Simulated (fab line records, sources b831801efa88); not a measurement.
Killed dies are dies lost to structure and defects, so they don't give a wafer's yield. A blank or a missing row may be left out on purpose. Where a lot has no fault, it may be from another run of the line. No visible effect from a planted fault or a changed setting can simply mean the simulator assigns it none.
Chamber matching | flow gf180mcu | cmp-01 running GF_V2_CMP_26: 4 sister chambers
The step polishes, stops on SiO2, t overpolish 15 s, target thk 0 nm. 8 wafers are shown with their chamber, then 11 later ones without.

== WAFERS WITH THEIR CHAMBER ==
wafer  | chamber | motor-current-A (A) | time-to-endpoint-s (s)
L077.6 | 1       | 12.1                | 89
L079.1 | 1       | 11.6                | 82
L079.3 | 2       | 10.2                | 81
L084.5 | 2       | 9.8                 | 81
L085.2 | 0       | 10.4                | 82
L085.4 | 3       | 9.4                 | 84
L085.6 | 0       | 11.9                | 81
L086.3 | 3       | 9.2                 | 86

== WAFERS WITHOUT THEIR CHAMBER ==
wafer  | motor-current-A (A) | time-to-endpoint-s (s)
L086.4 | 11.5                | 87
L086.6 | 9.0                 | 90
L087.2 | 12.3                | 88
L087.4 | 9.6                 | 87
L087.5 | 12.2                | 88
L091.2 | 11.5                | 86
L091.4 | 10.6                | 83
L091.6 | 9.3                 | 89
L095.1 | 9.6                 | 82
L095.5 | 10.2                | 80
L095.6 | 9.2                 | 85

== THE CHAMBER EACH PASSED THROUGH ==
wafer  | from the rows above               | in truth
L086.4 | can't be placed: 1 or 0           | 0
L086.6 | can't be placed: 3 or 2           | 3
L087.2 | can't be placed: 1 or 0           | 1
L087.4 | can't be placed: 3 or 2           | 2
L087.5 | can't be placed: 1 or 0           | 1
L091.2 | can't be placed: 1 or 0           | 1
L091.4 | can't be placed: 0 or 2 or 1 or 3 | 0
L091.6 | can't be placed: 3 or 2           | 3
L095.1 | can't be placed: 2 or 3 or 0      | 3
L095.5 | can't be placed: 2 or 0 or 3      | 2
L095.6 | can't be placed: 3 or 2           | 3
Placed correctly: 0 of 11. Unplaceable from these rows: 11, with the true chamber sitting among the candidates in 11. Number placed wrongly: 0.
How it was worked out, from the rows above alone: a wafer's distance from a chamber is the root of the sum, over the readings, of the square of ((its reading less the chamber's mean) divided by the reading's scatter). The wafer belongs to the nearest chamber; if the next one is less than 2 further off, it can't be placed. A chamber's mean is the mean of its shown wafers. The scatter: the root of (the sum of the squares of (reading less its chamber's mean) over the shown wafers, divided by (wafers less chambers)).
